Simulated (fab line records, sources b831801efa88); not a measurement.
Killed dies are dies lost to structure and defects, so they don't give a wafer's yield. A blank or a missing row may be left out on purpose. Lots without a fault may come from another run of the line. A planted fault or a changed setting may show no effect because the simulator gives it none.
Problem report in the 8D (eight disciplines) form, filled by code | flow sfq_line | the parts of the form that need people (team, actions taken, sign-off) are left out

1. THE PROBLEM
run_length_s at SFQ_TRILAYER_I7_DEP_PECVD_183 reads a mean of 161.6 s on 3 wafers of 2 lots; wafers without a fault read 138.9 s with a standard deviation of 0.69. That is +33 standard deviations from the usual mean.
The step: deposits SiO2 from SiH4/N2O, time 111.11 s, target thk 500 nm.
First seen on wafer L253.1, day 77 22:07, on pecvd-02. The record holds 41 wafers of 14 lots with a number at this step. Rule for "out", or "out of limits": more than 4 standard deviations from the usual mean. The other wafers with a number count as sound.

2. WHAT IT IS AND WHAT IT IS NOT
question                    | is                     | is not
which readings at this step | run_length_s           | chamber_pressure_Torr, rf_fwd_power_W, throttle_valve_pct
which lots                  | L253, L254             | L243, L244, L245, L246, L247, L248, L249, L258, L261, L262, L264, L265
which wafers of those lots  | L253.1, L253.5, L254.4 | L253.6, L254.3
read on which tools         | pecvd-02               | pecvd-01, pecvd-04
when                        | from day 77 22:07      | up to then (22 sound wafers); but 16 sound wafers of L254, L258, L261, L262, L264, L265 came after

3. SUSPECTS, AND WHAT RULES EACH OUT
Counting: a tool at a process step up to the reading stays a suspect if it ran every lot that is out. Sound lots after the first of them don't rule it out here, since some wafers of a struck lot are sound.
- pecvd-02 at SFQ_TRILAYER_I7_DEP_PECVD_183 (deposits SiO2 from SiH4/N2O, time 111.11 s, target thk 500 nm): kept. It ran every lot that is out, first L253 (day 77 22:07); its last sound lot up to then is L248 (day 77 12:47). Its own readings are out on those wafers: run_length_s.
Left after counting: pecvd-02 at SFQ_TRILAYER_I7_DEP_PECVD_183.

4. THE CAUSE (what the simulator had put in)
Process parameter drift: pecvd-02, from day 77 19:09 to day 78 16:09, at SFQ_TRILAYER_I7_DEP_PECVD_183. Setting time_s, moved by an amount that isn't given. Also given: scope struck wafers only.
Counting left only this tool.

5. THE CHAIN OF EFFECTS, in route order
Each row: a reading whose mean over the struck wafers that have a number lies more than 3 standard deviations from the usual. Only readings for which the record gives a usual standard deviation are gone through. hours: the time from each lot's start at the first step in this table that gives one to its start at this step, as a median over the lots. sigmas: the change in usual standard deviations.
hours | step                          | reading            | usual   | on struck wafers | change | sigmas
0     | SFQ_TRILAYER_I7_DEP_PECVD_183 | run_length_s       | 138.9 s | 161.6            | +22.7  | +33
15    | SFQ_TRILAYER_I7_CMP_CMP_184   | time_to_endpoint_s | 215 s   | 281              | +66    | +9.3
The process steps in it:
- SFQ_TRILAYER_I7_DEP_PECVD_183: deposits SiO2 from SiH4/N2O, time 111.11 s, target thk 500 nm.
- SFQ_TRILAYER_I7_CMP_CMP_184: polishes SiO2.

6. WHAT WOULD HAVE CAUGHT IT SOONER
In this record the first reading out of limits was taken at day 77 22:07, 3 hours after the fault began at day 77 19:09.
